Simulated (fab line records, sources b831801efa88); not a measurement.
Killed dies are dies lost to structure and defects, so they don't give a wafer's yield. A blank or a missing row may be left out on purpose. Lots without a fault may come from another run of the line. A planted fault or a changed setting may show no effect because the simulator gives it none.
fab line records | flow sky130
record lots=12 wafers=36 last_day=50
route steps=708 shown VIA1@478 METAL2@484 PAD_OPEN@708
lots that met no fault: from a run of the same line without faults
start_h: hours from the record's first day to the start of the lot's first wafer shown | wait_h: hours since the lot's step before | " the same as in the row above | L1.1+2: a row that stands for several wafers | - no value, or no start given | * or withheld: withheld | < > ~ a bound
route shown NAME@n: a module of which the file shows steps, and the number in the route of the first | usual: mean/standard deviation of fault-free wafers | same: alike in all rows | chamber/n: place in a boat | sites: the reading at each site | _std_site: their standard deviation | _edge_site: outer sites' mean less inner sites' | radius_mm: how far each site lies from the wafer's centre | mask NAME#n: copy n | behind: the tool/chamber that last shaped the wafer | hold: why the lot was held/for how many hours/how that ended | device: the transistor (n, p or np) that didn't switch | end of line: the same wafers' tests at the end of the route | a step without rows: its recipe alone | killed: dies lost to structure and defects at the first sort, not the wafer's yield | map: a wafer's dies, x killed, . not, _ none there
set.NAME: the setting as run; set.NAME@STEP: as run at that earlier step | model.NAME: the simulator's own value behind a step, which no gauge read
steps of the route over a sample of lots; a table a step, a row a wafer
services: from which hour (start_h, from the record's first day; less than 0 if before it) a tool's chamber was out of use, for how many hours, and why
## steps
# step SKY_VIA1_SPUTTER_20
# recipe material=TiN target_thk_nm=20 chamber_pressure_pa=5 power_w=4000 time_s=80
# usual chamber_pressure_pa=5.001/0.0094 throttle_valve_pct=29.7/0.93
# columns lot.wafer tool chamber start_h wait_h chamber_pressure_pa throttle_valve_pct
L695.3 pvd_sputter-04 - 800.24 0.0 5.019 28.7
L695.5 " - " " 5.012 29.1
L695.6 " - " " 5.008 29.5
L696.2 pvd_sputter-04 - 801.11 0.0 5.016 30.6
L696.3 " - " " 4.998 29.7
L696.5 " - " " 5.007 31.2
L697.1 pvd_sputter-03 - 810.30 0.0 4.996 30.3
L697.3 " - " " 5.005 30.5
L697.4 " - " " 4.993 30.2
L701.1 pvd_sputter-04 - 846.07 0.0 4.985 30.3
L701.2 " - " " 4.999 28.7
L701.5 " - " " 5.007 30.4
L709.2 pvd_sputter-03 - 890.20 0.0 5.005 30.6
L709.4 " - " " 4.999 28.4
L709.6 " - " " 4.990 30.2
L710.1 pvd_sputter-02 - 908.83 0.0 5.001 30.0
L710.2 " - " " 5.011 29.5
L710.6 " - " " 4.982 28.5
L711.2 pvd_sputter-03 - 913.62 0.0 5.006 30.4
L711.3 " - " " 4.994 28.5
L711.6 " - " " 5.008 30.0
L714.1 pvd_sputter-03 - 929.21 0.0 5.015 28.4
L714.2 " - " " 5.009 30.3
L714.6 " - " " 5.008 28.5
L713.1 pvd_sputter-04 - 930.41 0.0 4.991 31.0
L713.2 " - " " 4.988 30.4
L713.6 " - " " 4.989 29.6
L715.1 pvd_sputter-02 - 935.24 0.0 5.000 30.1
L715.2 " - " " 4.996 29.2
L715.4 " - " " 5.001 28.3
L716.1 pvd_sputter-03 - 948.46 0.0 4.979 30.1
L716.2 " - " " 5.011 28.5
L716.5 " - " " 5.000 30.2
L717.3 pvd_sputter-04 - 957.35 0.0 5.016 28.4
L717.5 " - " " 4.999 31.0
L717.6 " - " " 5.011 28.7
# step SKY_VIA1_CVD_21
# recipe material=W target_thk_nm=270 time_s=80.902 temp_c=400 pressure_torr=40
# usual heater_power_w=974/81 susceptor_temp_C=400.01/0.23
# columns lot.wafer tool chamber start_h wait_h heater_power_w susceptor_temp_C
L695.3 cvd_w-02 0 800.34 0.1 927 400.23
L695.5 " 1 " " 962 400.32
L695.6 " 0 " " 910 400.05
L696.2 cvd_w-01 0 801.17 0.0 887 400.01
L696.3 " 0 " " 892 399.96
L696.5 " 0 " " 879 400.11
L697.1 cvd_w-01 1 810.36 0.0 1112 399.50
L697.3 " 0 " " 902 399.85
L697.4 " 1 " " 1112 399.64
L701.1 cvd_w-01 0 846.13 0.0 902 400.24
L701.2 " 1 " " 1105 399.89
L701.5 " 1 " " 1094 399.84
L709.2 cvd_w-02 1 890.26 0.0 1000 400.47
L709.4 " 1 " " 990 400.22
L709.6 " 1 " " 981 400.19
L710.1 cvd_w-02 0 908.90 0.0 920 399.50
L710.2 " 1 " " 1011 400.05
L710.6 " 1 " " 984 399.78
L711.2 cvd_w-02 0 913.68 0.0 925 399.69
L711.3 " 0 " " 938 399.95
L711.6 " 0 " " 916 399.60
L714.1 cvd_w-01 1 929.27 0.0 1024 399.92
L714.2 " 0 " " 887 400.03
L714.6 " 0 " " 881 399.61
L713.1 cvd_w-02 0 930.47 0.0 936 399.91
L713.2 " 1 " " 983 400.00
L713.6 " 1 " " 998 399.88
L715.1 cvd_w-02 1 935.30 0.0 1000 400.35
L715.2 " 0 " " 907 399.98
L715.4 " 1 " " 1016 400.09
L716.1 cvd_w-01 1 948.52 0.0 1055 400.02
L716.2 " 0 " " 863 399.93
L716.5 " 1 " " 1065 399.85
L717.3 cvd_w-02 0 957.45 0.1 934 400.22
L717.5 " 0 " " 919 399.79
L717.6 " 1 " " 991 400.23
# step SKY_VIA1_CMP_24
# recipe stop_on=SiO2 t_overpolish_s=15 down_force_psi=3.5 platen_rpm=60 target_thk_nm=0 pad_velocity_m_s=0.94248
# usual head_pressure_psi=3.498/0.0077 motor_current_A=10.3/0.62 overpolish_run_s=15.001/0.0095 time_to_endpoint_s=65.3/2.3
# columns lot.wafer tool chamber start_h wait_h head_pressure_psi motor_current_A overpolish_run_s time_to_endpoint_s
L695.3 cmp-01 2 800.68 0.1 3.488 10.9 14.998 62.3
L695.5 " 0 " " 3.499 11.2 15.002 61.1
L695.6 " 1 " " 3.496 9.8 15.008 65.9
L696.2 cmp-02 1 801.49 0.1 3.493 9.7 14.987 63.8
L696.3 " 3 " " 3.506 9.9 15.004 68.0
L696.5 " 1 " " 3.491 10.0 14.985 61.0
L697.3 cmp-01 1 810.63 0.0 3.516 9.5 15.003 68.7
L697.4 " 2 " " 3.505 9.8 14.994 63.9
L697.1 " 3 " " 3.497 10.7 14.995 63.8
L701.1 cmp-01 0 846.40 0.1 3.507 11.2 15.013 62.4
L701.2 " 3 " " 3.496 10.7 14.998 68.2
L701.5 " 1 " " 3.493 9.9 14.996 66.7
L709.4 cmp-02 0 890.53 0.0 3.495 9.3 14.989 64.7
L709.2 " 1 " " 3.494 9.7 15.008 62.3
L709.6 " 0 " " 3.505 9.5 15.010 64.8
L710.1 cmp-01 1 909.22 0.1 3.505 9.8 15.001 70.2
L710.2 " 3 " " 3.498 11.5 15.005 67.9
L710.6 " 1 " " 3.500 9.8 14.991 65.7
L711.3 cmp-02 2 913.95 0.0 3.503 10.5 14.999 64.2
L711.2 " 3 " " 3.499 10.1 15.016 64.7
L711.6 " 2 " " 3.514 10.3 15.003 62.6
L714.2 cmp-01 0 929.65 0.1 3.493 11.0 15.003 64.6
L714.1 " 1 " " 3.492 9.9 14.999 69.9
L714.6 " 2 " " 3.491 10.1 14.999 66.3
L713.1 cmp-02 3 930.80 0.1 3.509 10.9 15.009 65.9
L713.2 " 0 " " 3.500 9.5 15.000 68.5
L713.6 " 2 " " 3.488 10.5 14.990 63.4
L715.2 cmp-01 2 935.58 0.0 3.512 10.3 15.009 62.5
L715.4 " 3 " " 3.504 10.5 15.010 66.4
L715.1 " 1 " " 3.510 10.1 15.001 67.8
L716.1 cmp-01 3 949.14 0.4 3.487 10.6 15.004 71.5
L716.2 " 1 " " 3.498 9.7 15.027 70.1
L716.5 " 3 " " 3.499 11.3 15.000 65.5
L717.3 cmp-01 3 957.69 0.0 3.493 11.0 14.994 68.2
L717.5 " 3 " " 3.496 10.8 14.995 68.3
L717.6 " 0 " " 3.489 11.1 14.984 65.9
# step SKY_METAL2_SPUTTER_01
# recipe material=TiN target_thk_nm=20 power_w=6500 time_s=16.7 chamber_pressure_pa=0.4
# usual chamber_pressure_pa=0.4000/0.00077 throttle_valve_pct=30.1/0.89
# columns lot.wafer tool chamber start_h wait_h chamber_pressure_pa throttle_valve_pct
L695.3 pvd_sputter-02 - 800.90 0.0 0.4008 28.4
L695.5 " - " " 0.4000 29.1
L695.6 " - " " 0.4010 30.0
L696.2 pvd_sputter-03 - 801.76 0.0 0.4002 30.1
L696.3 " - " " 0.4003 28.4
L696.5 " - " " 0.4004 30.0
L697.1 pvd_sputter-02 - 810.96 0.0 0.4009 30.3
L697.3 " - " " 0.3993 30.0
L697.4 " - " " 0.3999 29.6
L701.1 pvd_sputter-03 - 846.72 0.0 0.3992 28.5
L701.2 " - " " 0.4005 29.8
L701.5 " - " " 0.4906 27.3
L709.2 pvd_sputter-01 - 890.85 0.0 0.4008 31.2
L709.4 " - " " 0.4009 31.7
L709.6 " - " " 0.4004 31.5
L710.1 pvd_sputter-01 - 909.49 0.0 0.3997 31.3
L710.2 " - " " 0.3981 31.8
L710.6 " - " " 0.3981 31.1
L711.2 pvd_sputter-01 - 914.27 0.0 0.3992 30.4
L711.3 " - " " 0.4009 31.8
L711.6 " - " " 0.4005 30.0
L714.1 pvd_sputter-03 - 929.87 0.0 0.4002 30.2
L714.2 " - " " 0.3991 30.2
L714.6 " - " " 0.4002 30.1
L713.1 pvd_sputter-03 - 931.07 0.0 0.3994 30.3
L713.2 " - " " 0.4007 30.2
L713.6 " - " " 0.4007 30.5
L715.1 pvd_sputter-01 - 935.90 0.0 0.3996 30.5
L715.2 " - " " 0.3999 29.8
L715.4 " - " " 0.3996 30.2
L716.1 pvd_sputter-02 - 949.47 0.0 0.4006 30.0
L716.2 " - " " 0.4002 30.2
L716.5 " - " " 0.3982 29.3
L717.3 pvd_sputter-03 - 958.01 0.0 0.4000 30.0
L717.5 " - " " 0.3993 30.2
L717.6 " - " " 0.3989 30.2
# step SKY_PAD_OPEN_PROBE_99
# usual defect_limited_yield=82.4/2.1 killed_at_M0_to_M3=44/7.3 killed_at_M4_up=3.0/1.9 killed_at_contacts=24/5 killed_at_front_end=16/4.5 killed_at_other=0.3/0.46 killed_dies=87/10 killed_open=47/8.3 killed_short=39/6.4 sort_bin_3_pad_short=0.8/0.43 sort_bin_5_function=10.5/1.6 sort_bin_6_memory=6.3/1.1 sort_n_pass=405/10 sort_yield_pct=82.4/2.1
# same gross_dies=492 killed_at_back_side=0 sort_bin_4_leakage[%]=0 sort_bin_8_speed[%]=0
# columns lot.wafer tool chamber start_h wait_h defect_limited_yield[%] killed_at_M0_to_M3 killed_at_M4_up killed_at_contacts killed_at_front_end killed_at_other killed_dies killed_open killed_short sort_bin_3_pad_short[%] sort_bin_5_function[%] sort_bin_6_memory[%] sort_n_pass sort_yield_pct[%]
L695.3 prober-01 - 1081.39 0.2 81.1 47 4 16 26 0 93 46 47 1.2 11.6 6.1 399 81.1
L695.5 prober-01 - 1081.49 0.2 79.9 52 2 30 15 0 99 64 35 0.4 11.8 7.9 393 79.9
L695.6 prober-01 - 1081.54 0.2 79.7 50 6 35 9 0 100 58 42 0.8 11.8 7.7 392 79.7
L696.2 prober-02 - 1082.84 0.1 83.7 38 2 28 12 0 80 42 38 0.8 9.8 5.7 412 83.7
L696.3 prober-02 - 1082.89 0.2 81.5 43 4 16 27 1 91 48 43 0.8 10.6 7.1 401 81.5
L696.5 prober-02 - 1082.99 0.2 81.9 38 1 29 20 1 89 50 39 2.0 8.5 7.5 403 81.9
L697.1 prober-01 - 1088.75 0.1 79.5 47 4 26 23 1 101 47 54 0.6 12.6 7.3 391 79.5
L697.3 prober-01 - 1088.85 0.2 78.3 59 6 27 15 0 107 49 58 1.8 12.6 7.3 385 78.3
L697.4 prober-01 - 1088.90 0.2 82.5 43 2 21 19 1 86 44 42 0.2 10.4 6.9 406 82.5
L701.1 prober-02 - 1115.58 0.1 83.5 50 2 20 9 0 81 34 47 0.6 9.6 6.3 411 83.5
L701.2 prober-02 - 1115.63 0.1 81.3 44 6 27 15 0 92 51 41 0.2 10.2 8.3 400 81.3
L701.5 prober-02 - 1115.78 0.2 89.2 29 0 15 8 1 53 33 20 0.2 7.9 2.6 439 89.2
L709.2 prober-02 - 1149.23 0.1 80.5 55 5 21 14 1 96 48 48 0.2 11.0 8.3 396 80.5
L709.4 prober-02 - 1149.33 0.2 83.3 35 5 26 16 0 82 42 40 1.0 10.2 5.5 410 83.3
L709.6 prober-02 - 1149.43 0.2 82.7 47 4 18 16 0 85 37 48 1.2 9.1 6.9 407 82.7
L710.1 prober-02 - 1162.75 0.1 77.2 51 4 25 32 0 112 68 44 1.6 14.4 6.7 380 77.2
L710.2 prober-02 - 1162.80 0.1 79.1 49 1 32 21 0 103 51 52 1.6 12.8 6.5 389 79.1
L710.6 prober-02 - 1163.00 0.2 81.3 58 5 19 10 0 92 46 46 1.6 10.0 7.1 400 81.3
L711.2 prober-01 - 1166.28 0.1 82.7 47 2 20 15 1 85 54 31 0.4 10.4 6.5 407 82.7
L711.3 prober-01 - 1166.33 0.2 81.5 50 3 26 11 1 91 54 37 1.0 11.0 6.5 401 81.5
L711.6 prober-01 - 1166.48 0.2 80.7 54 1 28 12 0 95 56 39 0.6 11.6 7.1 397 80.7
L713.1 prober-01 - 1177.17 0.1 83.1 40 2 28 13 0 83 48 35 1.6 9.1 6.1 409 83.1
L713.2 prober-01 - 1177.22 0.1 84.3 33 3 20 20 1 77 34 43 1.4 10.0 4.3 415 84.3
L713.6 prober-01 - 1177.42 0.2 84.1 40 6 19 13 0 78 37 41 0.4 9.6 5.9 414 84.1
L714.1 prober-02 - 1177.78 0.1 82.9 43 8 17 16 0 84 42 42 0.8 10.4 5.9 408 82.9
L714.2 prober-02 - 1177.83 0.1 82.1 36 3 26 23 0 88 53 35 1.0 10.4 6.5 404 82.1
L714.6 prober-02 - 1178.03 0.2 83.7 43 3 18 16 0 80 48 32 0.4 10.0 5.9 412 83.7
L715.1 prober-01 - 1179.13 0.1 83.9 38 6 16 19 0 79 36 43 0.6 10.0 5.5 413 83.9
L715.2 prober-01 - 1179.18 0.1 85.2 33 2 22 16 0 73 34 39 1.6 7.3 5.9 419 85.2
L715.4 prober-01 - 1179.28 0.2 82.9 35 2 34 13 0 84 52 32 0.6 10.0 6.5 408 82.9
L716.1 prober-02 - 1189.19 0.1 83.7 45 4 23 8 0 80 40 40 1.6 8.9 5.7 412 83.7
L716.2 prober-02 - 1189.24 0.1 83.3 38 7 20 16 1 82 47 35 1.0 10.0 5.7 410 83.3
L716.5 prober-02 - 1189.39 0.2 84.8 42 6 18 9 0 75 33 42 0.6 6.9 7.7 417 84.8
L717.3 prober-01 - 1195.79 0.2 82.1 45 0 25 18 0 88 47 41 0.8 9.8 7.3 404 82.1
L717.5 prober-01 - 1195.89 0.2 82.9 38 4 21 20 1 84 47 37 1.0 8.3 7.7 408 82.9
L717.6 prober-01 - 1195.94 0.2 78.9 46 2 34 22 0 104 61 43 1.2 13.0 6.9 388 78.9
# killed by level:class
L695.3 VIA1:geometric_particle:open=10 FIELD_ISO:geometric_particle:short=9 VIA1:geometric_particle:short=9 FIELD_ISO:geometric_particle:open=8 METAL2:geometric_particle:short=8 CONTACT:geometric_particle:open=8 POLY_GATE:geometric_particle:short=4 LI_CONTACT:geometric_particle:open=4
L695.5 VIA1:geometric_particle:open=15 CONTACT:geometric_particle:open=13 VIA3:geometric_particle:open=10 LI_CONTACT:geometric_particle:open=8 VIA1:geometric_particle:short=5 CONTACT:geometric_particle:short=5 VIA2:geometric_particle:open=5 FIELD_ISO:geometric_particle:short=4
L695.6 CONTACT:geometric_particle:open=21 VIA1:geometric_particle:open=10 VIA1:geometric_particle:short=10 LI_CONTACT:geometric_particle:open=6 CONTACT:geometric_particle:short=6 VIA2:geometric_particle:open=6 METAL1:geometric_particle:short=5 VIA3:geometric_particle:short=5
L696.2 LI_CONTACT:geometric_particle:open=10 METAL2:geometric_particle:short=8 CONTACT:geometric_particle:open=7 FIELD_ISO:geometric_particle:open=5 VIA2:geometric_particle:open=5 CONTACT:geometric_particle:short=5 METAL1:geometric_particle:short=5 VIA1:geometric_particle:open=5
L696.3 FIELD_ISO:geometric_particle:open=10 CONTACT:geometric_particle:open=10 METAL1:geometric_particle:short=8 POLY_GATE:geometric_particle:short=7 METAL3:geometric_particle:short=6 VIA1:geometric_particle:open=6 VIA3:geometric_particle:open=5 FIELD_ISO:geometric_particle:short=4
L696.5 CONTACT:geometric_particle:open=10 LI_CONTACT:geometric_particle:open=8 VIA1:geometric_particle:open=8 VIA3:geometric_particle:open=6 CONTACT:geometric_particle:short=6 METAL2:geometric_particle:short=5 VIA2:geometric_particle:open=5 POLY_GATE:geometric_particle:short=4
L697.1 VIA1:geometric_particle:short=11 CONTACT:geometric_particle:open=11 FIELD_ISO:geometric_particle:short=8 VIA1:geometric_particle:open=8 VIA2:geometric_particle:short=5 VIA2:geometric_particle:open=5 CONTACT:geometric_particle:short=5 METAL2:geometric_particle:short=5
L697.3 VIA1:geometric_particle:open=12 VIA1:geometric_particle:short=9 CONTACT:geometric_particle:open=8 VIA3:geometric_particle:open=8 METAL1:geometric_particle:short=7 POLY_GATE:geometric_particle:short=6 LI_CONTACT:geometric_particle:short=6 LI_CONTACT:geometric_particle:open=6
L697.4 VIA1:geometric_particle:open=8 LI_CONTACT:geometric_particle:open=6 CONTACT:geometric_particle:open=6 METAL2:geometric_particle:short=6 FIELD_ISO:geometric_particle:short=5 VIA2:geometric_particle:open=5 VIA3:geometric_particle:open=5 POLY_GATE:geometric_particle:open=4
L701.1 METAL1:geometric_particle:short=9 VIA2:geometric_particle:open=9 VIA1:geometric_particle:open=8 METAL2:geometric_particle:short=8 CONTACT:geometric_particle:open=6 LOCAL_INTERCONNECT:geometric_particle:short=5 METAL3:geometric_particle:short=4 VIA1:geometric_particle:short=4
L701.2 LI_CONTACT:geometric_particle:open=10 METAL1:geometric_particle:short=9 CONTACT:geometric_particle:open=8 VIA3:geometric_particle:open=7 VIA2:geometric_particle:open=6 METAL2:geometric_particle:short=5 POLY_GATE:geometric_particle:open=5 VIA1:geometric_particle:open=5
L701.5 VIA1:geometric_particle:open=9 CONTACT:geometric_particle:open=6 METAL1:geometric_particle:short=5 LI_CONTACT:geometric_particle:open=4 VIA2:geometric_particle:open=4 LOCAL_INTERCONNECT:geometric_particle:short=4 VIA3:geometric_particle:open=4 METAL2:geometric_particle:short=3
L709.2 VIA1:geometric_particle:open=10 CONTACT:geometric_particle:open=9 VIA2:geometric_particle:open=8 VIA3:geometric_particle:open=8 VIA1:geometric_particle:short=7 METAL1:geometric_particle:short=6 VIA2:geometric_particle:short=6 CONTACT:geometric_particle:short=5
L709.4 LI_CONTACT:geometric_particle:open=9 CONTACT:geometric_particle:open=8 METAL1:geometric_particle:short=8 VIA1:geometric_particle:open=7 VIA1:geometric_particle:short=5 VIA2:geometric_particle:open=5 FIELD_ISO:geometric_particle:open=4 LOCAL_INTERCONNECT:geometric_particle:short=4
L709.6 VIA1:geometric_particle:short=9 METAL1:geometric_particle:short=7 VIA1:geometric_particle:open=7 CONTACT:geometric_particle:open=6 POLY_GATE:geometric_particle:short=5 VIA3:geometric_particle:open=5 VIA2:geometric_particle:short=4 LI_CONTACT:geometric_particle:open=4
L710.1 VIA1:geometric_particle:open=17 LI_CONTACT:geometric_particle:open=11 FIELD_ISO:geometric_particle:short=10 VIA3:geometric_particle:open=10 FIELD_ISO:geometric_particle:open=8 CONTACT:geometric_particle:open=8 VIA1:geometric_particle:short=6 METAL1:geometric_particle:short=6
L710.2 VIA1:geometric_particle:open=11 CONTACT:geometric_particle:open=10 LOCAL_INTERCONNECT:geometric_particle:short=9 METAL1:geometric_particle:short=8 POLY_GATE:geometric_particle:open=7 METAL2:geometric_particle:short=7 LI_CONTACT:geometric_particle:open=5 VIA3:geometric_particle:short=5
L710.6 LI_CONTACT:geometric_particle:open=9 METAL1:geometric_particle:short=9 VIA1:geometric_particle:open=9 VIA3:geometric_particle:open=9 METAL2:geometric_particle:short=7 VIA1:geometric_particle:short=7 VIA2:geometric_particle:open=6 CONTACT:geometric_particle:open=4
L711.2 CONTACT:geometric_particle:open=12 VIA3:geometric_particle:open=12 VIA1:geometric_particle:open=9 VIA1:geometric_particle:short=7 METAL2:geometric_particle:short=6 LI_CONTACT:geometric_particle:open=5 POLY_GATE:geometric_particle:open=4 FIELD_ISO:geometric_particle:short=3
L711.3 VIA1:geometric_particle:open=10 VIA2:geometric_particle:open=10 CONTACT:geometric_particle:short=7 CONTACT:geometric_particle:open=7 METAL1:geometric_particle:short=7 VIA3:geometric_particle:open=7 LI_CONTACT:geometric_particle:open=6 VIA1:geometric_particle:short=5
L711.6 CONTACT:geometric_particle:open=12 VIA1:geometric_particle:open=12 VIA3:geometric_particle:open=9 VIA2:geometric_particle:open=7 METAL1:geometric_particle:short=6 VIA1:geometric_particle:short=6 LI_CONTACT:geometric_particle:open=5 VIA3:geometric_particle:short=4
L713.1 LI_CONTACT:geometric_particle:open=10 METAL1:geometric_particle:short=8 CONTACT:geometric_particle:open=8 VIA3:geometric_particle:open=7 POLY_GATE:geometric_particle:short=6 VIA2:geometric_particle:open=6 POLY_GATE:geometric_particle:open=5 CONTACT:geometric_particle:short=5
L713.2 FIELD_ISO:geometric_particle:open=6 METAL1:geometric_particle:short=6 LI_CONTACT:geometric_particle:open=6 CONTACT:geometric_particle:open=6 VIA1:geometric_particle:open=6 VIA1:geometric_particle:short=5 FIELD_ISO:geometric_particle:short=4 METAL2:geometric_particle:short=4
L713.6 VIA3:geometric_particle:open=9 CONTACT:geometric_particle:open=8 POLY_GATE:geometric_particle:short=6 METAL4:geometric_particle:short=5 METAL1:geometric_particle:short=5 METAL2:geometric_particle:short=5 VIA2:geometric_particle:open=5 LOCAL_INTERCONNECT:geometric_particle:short=4
L714.1 CONTACT:geometric_particle:open=8 VIA3:geometric_particle:open=8 VIA1:geometric_particle:open=8 METAL4:geometric_particle:short=8 POLY_GATE:geometric_particle:open=6 METAL1:geometric_particle:short=5 VIA1:geometric_particle:short=5 VIA2:geometric_particle:short=5
L714.2 LI_CONTACT:geometric_particle:open=10 VIA1:geometric_particle:open=10 CONTACT:geometric_particle:open=8 POLY_GATE:geometric_particle:open=7 POLY_GATE:geometric_particle:short=7 METAL2:geometric_particle:short=5 VIA2:geometric_particle:open=4 CONTACT:geometric_particle:short=4
L714.6 VIA1:geometric_particle:open=22 CONTACT:geometric_particle:open=6 CONTACT:geometric_particle:short=6 VIA3:geometric_particle:open=4 POLY_GATE:geometric_particle:open=4 VIA1:geometric_particle:short=4 FIELD_ISO:geometric_particle:short=3 FIELD_ISO:geometric_particle:open=3
L715.1 POLY_GATE:geometric_particle:short=8 VIA1:geometric_particle:open=6 VIA3:geometric_particle:open=6 POLY_GATE:geometric_particle:open=5 CONTACT:geometric_particle:open=5 VIA1:geometric_particle:short=5 VIA2:geometric_particle:open=5 METAL1:geometric_particle:short=4
L715.2 CONTACT:geometric_particle:open=9 VIA1:geometric_particle:open=6 VIA3:geometric_particle:open=5 POLY_GATE:geometric_particle:short=4 LOCAL_INTERCONNECT:geometric_particle:short=4 METAL1:geometric_particle:short=4 METAL2:geometric_particle:short=4 FIELD_ISO:geometric_particle:short=3
L715.4 CONTACT:geometric_particle:open=12 LI_CONTACT:geometric_particle:open=10 FIELD_ISO:geometric_particle:open=6 VIA3:geometric_particle:open=6 CONTACT:geometric_particle:short=5 VIA1:geometric_particle:short=5 VIA2:geometric_particle:open=5 METAL2:geometric_particle:short=4
L716.1 METAL2:geometric_particle:short=9 VIA3:geometric_particle:open=9 VIA1:geometric_particle:open=8 CONTACT:geometric_particle:open=7 METAL1:geometric_particle:short=6 LI_CONTACT:geometric_particle:open=5 FIELD_ISO:geometric_particle:open=4 LOCAL_INTERCONNECT:geometric_particle:short=4
L716.2 CONTACT:geometric_particle:open=11 VIA2:geometric_particle:open=9 FIELD_ISO:geometric_particle:open=7 VIA1:geometric_particle:open=6 METAL4:geometric_particle:short=6 FIELD_ISO:geometric_particle:short=4 METAL1:geometric_particle:short=4 METAL2:geometric_particle:short=4
L716.5 CONTACT:geometric_particle:open=10 VIA1:geometric_particle:open=8 METAL1:geometric_particle:short=6 METAL2:geometric_particle:short=6 POLY_GATE:geometric_particle:short=5 METAL4:geometric_particle:short=5 CONTACT:geometric_particle:short=4 VIA1:geometric_particle:short=4
L717.3 VIA1:geometric_particle:open=10 LI_CONTACT:geometric_particle:open=8 VIA2:geometric_particle:open=8 POLY_GATE:geometric_particle:open=7 LOCAL_INTERCONNECT:geometric_particle:short=7 VIA3:geometric_particle:open=6 POLY_GATE:geometric_particle:short=5 VIA1:geometric_particle:short=5
L717.5 FIELD_ISO:geometric_particle:open=8 CONTACT:geometric_particle:open=8 VIA1:geometric_particle:open=8 LI_CONTACT:geometric_particle:open=6 METAL1:geometric_particle:short=6 VIA2:geometric_particle:open=6 POLY_GATE:geometric_particle:short=5 LOCAL_INTERCONNECT:geometric_particle:short=4
L717.6 CONTACT:geometric_particle:open=12 VIA1:geometric_particle:open=11 VIA3:geometric_particle:open=8 CONTACT:geometric_particle:short=7 VIA1:geometric_particle:short=7 FIELD_ISO:geometric_particle:open=6 LI_CONTACT:geometric_particle:open=6 VIA2:geometric_particle:open=6
## services
# columns tool chamber start_h hours kind
pvd_sputter-03 - 797.96 2.7 repair
cmp-01 - 836.08 3.1 repair
pvd_sputter-02 - 837.47 10.3 repair
cvd_w-01 - 838.17 0.4 repair
pvd_sputter-04 - 843.62 0.5 repair
cvd_w-02 0 868.19 8.1 repair
cmp-02 - 870.01 1.8 repair
pvd_sputter-02 - 880.16 4.3 repair
pvd_sputter-02 - 892.28 0.5 repair
cvd_w-01 - 904.00 14.0 pm
cvd_w-01 0 904.00 14.0 vent_cycle
cvd_w-01 1 904.00 14.0 vent_cycle
pvd_sputter-04 - 905.67 3.5 repair
cmp-01 - 915.50 4.0 pm
cvd_w-01 0 918.00 - clean
cvd_w-01 1 918.00 - clean
cmp-01 - 919.50 - consumable_replace:conditioner
cmp-01 - 919.50 - consumable_replace:pad
pvd_sputter-02 - 919.71 5.0 repair
pvd_sputter-04 - 923.89 1.2 repair
cmp-01 - 930.78 3.3 repair
pvd_sputter-02 - 938.01 8.6 repair
cmp-02 - 947.66 2.0 repair
## key
first_sign step=SKY_METAL2_SPUTTER_01 reading=chamber_pressure_pa direction=up sigmas=99+ usual=0.4000 struck=0.4906
effect step=SKY_METAL2_SPUTTER_01 reading=throttle_valve_pct direction=down sigmas=3.2 usual=30.1 struck=27.3
met_at SKY_METAL2_SPUTTER_01
struck_lots L701
struck_wafers L701.5
not_acting_at SKY_VIA1_SPUTTER_20,SKY_VIA1_CVD_21,SKY_VIA1_CMP_24
fault kind=process_parameter_drift tool=pvd_sputter-03 chamber=- onset_h=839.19 steps=SKY_METAL2_SPUTTER_01 channel=chamber_pressure_pa offset=0.09137 shape=step end_h=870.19 acts_in=these_recipes_only stated=0.4 scope=struck_wafers_only
